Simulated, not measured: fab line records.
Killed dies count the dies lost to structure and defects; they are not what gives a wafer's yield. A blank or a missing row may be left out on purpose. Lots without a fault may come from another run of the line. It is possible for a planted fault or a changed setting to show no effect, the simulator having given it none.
One fault seen from 2 desks | flow gf180mcu | numbers are kept per desk, each desk with only its own; the story behind them comes last

== FOR THE TOOL OWNER'S DESK: rieDiel-02 ==
The tool's own readings at GF_POLY_GATE_ETCH_12 (etches BARC in N2/H2): means of the sampled wafers that have a number, for each lot that ran on this tool. Marked OUT: a lot whose mean sits more than 4 standard deviations from the usual mean, which makes it out of limits; the brackets give that distance.
Columns: A = drypumpMotorCurrentA at GF_POLY_GATE_ETCH_12, usual 5.6 A; B = oesProductAu at GF_POLY_GATE_ETCH_12, usual 0.737 a.u.; C = rfFwdPowerW at GF_POLY_GATE_ETCH_12, usual 495.5 W; D = throttleValvePct at GF_POLY_GATE_ETCH_12, usual 13.214 %
lot  | first seen here | A   | B     | C               | D
L315 | day 11 21:25    | 5.5 | 0.735 | 294.7 (-96) OUT | 13.221
L317 | day 12 11:49    | 5.5 | 0.734 | 297.9 (-94) OUT | 13.217
L328 | day 15 16:49    | 5.5 | 0.736 | 494.8           | 13.218
This desk's finding: out of limits on L315, L317; first on L315, day 11 21:25 (rfFwdPowerW at GF_POLY_GATE_ETCH_12). In limits: L328.

== FROM THE METROLOGY DESK ==
Lot by lot, what the gauges showed, no matter which tool ran the lot: averages of those sampled wafers that carry a number. Marked OUT: a lot whose mean sits more than 4 standard deviations from the usual mean, which makes it out of limits; the brackets give that distance.
Columns: A = POLY_GATE_CVD_00_THK at GF_POLY_GATE_THK_MEAS_01, usual 200.2 nm; B = cdNm at GF_POLY_GATE_CD_MEAS_10, usual 280.0 nm; C = POLY_GATE_OVL at GF_POLY_GATE_OVL_MEAS_11, usual 2 nm; D = POLY_GATE_OXIDATION_THK at GF_POLY_GATE_THK_MEAS_17, usual 3.99 nm; E = cdNm at GF_POLY_GATE_CD_MEAS_18, usual 279.8 nm
lot  | first seen here | A     | B     | C  | D    | E
L312 | day 10 01:43    | 195.5 | 280.3 | -1 | 3.94 | 279.3
L315 | day 11 02:28    | 199.7 | 279.7 | 6  | 3.98 | 284.4
L317 | day 11 16:11    | 200.3 | 279.2 | 2  | 4.11 | 283.8
L320 | day 12 12:10    | 200.6 | 280.5 | 4  | 3.99 | 281.1
L324 | day 13 13:59    | 200.4 | 279.7 | -2 | 3.90 | 279.7
L328 | day 14 19:26    | 200.4 | 280.1 | 3  | 4.03 | 281.2
This desk's finding: nothing out of limits on any of the 6 lots.

== ALL TOGETHER ==
The tool owner's desk had the chance to raise an alarm at day 11 21:25 on L315, L317.
Metrology desk: nothing out of limits seen.
The metrology desk has L315, L317 on record, within its limits.
The lots listed all ran GF_POLY_GATE_ETCH_12 on rieDiel-02.

== WHAT THE SIMULATOR PUT IN ==
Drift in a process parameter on rieDiel-02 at GF_POLY_GATE_ETCH_12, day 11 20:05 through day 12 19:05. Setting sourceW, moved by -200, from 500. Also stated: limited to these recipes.
Lots struck among those shown: L315, L317.
Each desk's first reading out of limits, in hours after the fault started: the tool owner's desk, 1.
